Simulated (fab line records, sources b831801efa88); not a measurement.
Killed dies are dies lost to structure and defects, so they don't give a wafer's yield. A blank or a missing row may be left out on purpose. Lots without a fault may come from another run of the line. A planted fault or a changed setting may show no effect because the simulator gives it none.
Which tool did it? | flow gf180mcu | 14 lots, 41 wafers sampled, at 6 steps of a route of 602

WHAT THE GAUGES READ, wafer by wafer
GF_CONTACT_THK_MEAS_03. Usual: CONTACT_CVD_02_THK 859 nm, standard deviation 13.
lot  | measured     | on            | CONTACT_CVD_02_THK (nm) | flag
L169 | day 15 18:02 | film_metro-02 | 858 867 874             |
L170 | day 15 18:27 | film_metro-03 | 851 844 858             |
L173 | day 16 01:40 | film_metro-01 | 847 859 859             |
L175 | day 16 21:33 | film_metro-03 | 869 877 892             |
L176 | day 17 01:04 | film_metro-02 | 842 855                 |
L181 | day 19 01:04 | film_metro-03 | 866 848 875             |
L182 | day 19 05:12 | film_metro-01 | 855 869 847             |
L183 | day 20 02:21 | film_metro-02 | 864 842 860             |
L184 | day 20 05:59 | film_metro-03 | 844 849 843             |
L186 | day 21 01:32 | film_metro-01 | 849 861 883             |
L187 | day 21 06:14 | film_metro-03 | 853 871 871             |
L188 | day 21 18:20 | film_metro-01 | 837 841 856             |
L189 | day 22 00:38 | film_metro-02 | 856 865 853             |
L190 | day 22 10:26 | film_metro-01 | 870 874 879             |

GF_CONTACT_BOW_MEAS_05. Usual: CONTACT_BOW 65 um, standard deviation 7.2.
lot  | measured     | on            | CONTACT_BOW (um) | flag
L169 | day 15 18:23 | film_metro-02 | 64 53 73         |
L170 | day 15 18:49 | film_metro-02 | 71 74 50         |
L173 | day 16 02:02 | film_metro-02 | 65 66 66         |
L175 | day 16 21:55 | film_metro-02 | 75 72 72         |
L176 | day 17 01:25 | film_metro-02 | 62 61            |
L181 | day 19 01:26 | film_metro-03 | 53 63 59         |
L182 | day 19 05:35 | film_metro-03 | 66 61 73         |
L183 | day 20 02:43 | film_metro-03 | 73 72 60         |
L184 | day 20 06:20 | film_metro-03 | 60 57 61         |
L186 | day 21 01:53 | film_metro-01 | 68 69 63         |
L187 | day 21 06:35 | film_metro-03 | 73 53 56         |
L188 | day 21 18:42 | film_metro-02 | 79 66 68         |
L189 | day 22 01:00 | film_metro-03 | 64 66 71         |
L190 | day 22 10:49 | film_metro-02 | 73 61 63         |

GF_CONTACT_OVL_MEAS_15. Usual: CONTACT_OVL 2 nm, standard deviation 6.2.
lot  | measured     | on         | CONTACT_OVL (nm) | flag
L169 | day 16 18:06 | overlay-01 | 6 10 8           |
L170 | day 16 18:13 | overlay-02 | 8 11 14          |
L173 | day 17 01:19 | overlay-01 | 1 0 -3           |
L175 | day 17 22:36 | overlay-02 | -1 1 10          |
L176 | day 18 02:06 | overlay-02 | 4 4              |
L181 | day 20 02:42 | overlay-02 | -8 -8 -6         |
L182 | day 20 06:16 | overlay-02 | 0 -1 8           |
L183 | day 21 01:48 | overlay-01 | -6 1 -5          |
L184 | day 21 05:09 | overlay-01 | 4 4 -4           |
L186 | day 22 00:26 | overlay-02 | 5 -1 5           |
L187 | day 22 04:51 | overlay-01 | -2 1 -8          |
L188 | day 22 17:24 | overlay-01 | -7 -9 -2         |
L189 | day 22 23:52 | overlay-02 | 3 -9 0           |
L190 | day 23 09:22 | overlay-01 | 2 6 7            |

GF_CONTACT_RS_MEAS_25: measures by four-point-probe. Usual: CONTACT_W_RS 0.378 ohm/sq, standard deviation 0.0044.
lot  | measured     | on            | CONTACT_W_RS (ohm/sq) | flag
L169 | day 16 18:50 | film_metro-03 | 0.376 0.375 0.377     |
L170 | day 16 19:01 | film_metro-02 | 0.378 0.377 0.374     |
L173 | day 17 02:08 | film_metro-02 | 0.382 0.423 0.385     | OFF
L175 | day 17 23:20 | film_metro-01 | 0.379 0.378 0.421     | OFF
L176 | day 18 02:49 | film_metro-03 | 0.385 0.426           | OFF
L181 | day 20 03:24 | film_metro-03 | 0.374 0.378 0.379     |
L182 | day 20 06:59 | film_metro-01 | 0.376 0.382 0.380     |
L183 | day 21 02:31 | film_metro-03 | 0.375 0.372 0.371     |
L184 | day 21 05:57 | film_metro-03 | 0.375 0.370 0.375     |
L186 | day 22 01:07 | film_metro-02 | 0.387 0.382 0.383     |
L187 | day 22 05:33 | film_metro-02 | 0.383 0.383 0.385     |
L188 | day 22 18:06 | film_metro-01 | 0.377 0.378 0.378     |
L189 | day 23 00:34 | film_metro-01 | 0.387 0.384 0.382     |
L190 | day 23 10:05 | film_metro-01 | 0.381 0.386 0.380     |

GF_CONTACT_THK_MEAS_26: measures by xrf. Usual: CONTACT_W_THK 301 nm, standard deviation 4.7.
lot  | measured     | on            | CONTACT_W_THK (nm) | flag
L169 | day 16 18:58 | film_metro-03 | 303 303 303        |
L170 | day 16 19:08 | film_metro-02 | 304 305 307        |
L173 | day 17 02:14 | film_metro-02 | 300 272 299        |
L175 | day 17 23:27 | film_metro-01 | 295 298 268        |
L176 | day 18 02:56 | film_metro-03 | 295 265            | OFF
L181 | day 20 03:31 | film_metro-03 | 303 299 297        |
L182 | day 20 07:05 | film_metro-01 | 300 296 298        |
L183 | day 21 02:37 | film_metro-03 | 302 305 305        |
L184 | day 21 06:04 | film_metro-03 | 304 305 302        |
L186 | day 22 01:14 | film_metro-02 | 297 302 299        |
L187 | day 22 05:40 | film_metro-02 | 301 300 300        |
L188 | day 22 18:13 | film_metro-01 | 296 299 298        |
L189 | day 23 00:41 | film_metro-01 | 291 292 295        |
L190 | day 23 10:11 | film_metro-01 | 294 292 296        |

WHICH TOOL RAN EACH LOT (tool, then ch and the chambers of the sampled wafers, then the start)
lot  | GF_CONTACT_CVD_24
L169 | cvd_w-01 ch 0,1, day 16 18:44
L170 | cvd_w-02 ch 0, day 16 18:50
L173 | cvd_w-02 ch 0, day 17 01:58
L175 | cvd_w-02 ch 0,1, day 17 23:14
L176 | cvd_w-02 ch 0,1, day 18 02:43
L181 | cvd_w-01 ch 0,1, day 20 03:18
L182 | cvd_w-02 ch 0,1, day 20 06:53
L183 | cvd_w-01 ch 0,1, day 21 02:23
L184 | cvd_w-01 ch 0,1, day 21 05:51
L186 | cvd_w-02 ch 0,1, day 22 01:01
L187 | cvd_w-02 ch 0,1, day 22 05:27
L188 | cvd_w-02 ch 0,1, day 22 18:00
L189 | cvd_w-02 ch 0,1, day 23 00:27
L190 | cvd_w-02 ch 0,1, day 23 09:59
- GF_CONTACT_CVD_24: deposits W, target thk 300 nm, time 90.339 s.

WHAT THE TOOLS THEMSELVES READ (means of the sampled wafers that have a number; where no wafer has one, the mark that the record gives instead)
GF_CONTACT_CVD_24. Usual: heater_power_w 899 W, standard deviation 88.
lot  | tool     | heater_power_w (W) | flag
L169 | cvd_w-01 | 882                |
L170 | cvd_w-02 | 910                |
L173 | cvd_w-02 | 927                |
L175 | cvd_w-02 | 881                |
L176 | cvd_w-02 | 855                |
L181 | cvd_w-01 | 873                |
L182 | cvd_w-02 | 825                |
L183 | cvd_w-01 | 896                |
L184 | cvd_w-01 | 897                |
L186 | cvd_w-02 | 829                |
L187 | cvd_w-02 | 827                |
L188 | cvd_w-02 | 873                |
L189 | cvd_w-02 | 856                |
L190 | cvd_w-02 | 866                |

THE ANSWER, worked out from the rows above alone
Rule: a lot is off if the mean of its wafers that have a number lies more than 3 standard deviations from the usual mean. A lot without any number at a reading at which 4 lots or more have one is off too. The other lots that the step has rows for count as sound. The gauges are gone through in route order, then the tools' own readings, and for those a lot's mean is taken as printed above. The first step at which some lot is off is used, and at that step the reading that is off furthest; a lot without a number counts as furthest.
Off: L173, L175, L176, at GF_CONTACT_RS_MEAS_25 (CONTACT_W_RS).
A tool fits if, at a process step before that reading, it ran every lot that is off, and no sound lot after the first of them. The gauges at GF_CONTACT_RS_MEAS_25 are tried like those tools. None of those tried fits.

WHAT THE SIMULATOR HAD PUT IN
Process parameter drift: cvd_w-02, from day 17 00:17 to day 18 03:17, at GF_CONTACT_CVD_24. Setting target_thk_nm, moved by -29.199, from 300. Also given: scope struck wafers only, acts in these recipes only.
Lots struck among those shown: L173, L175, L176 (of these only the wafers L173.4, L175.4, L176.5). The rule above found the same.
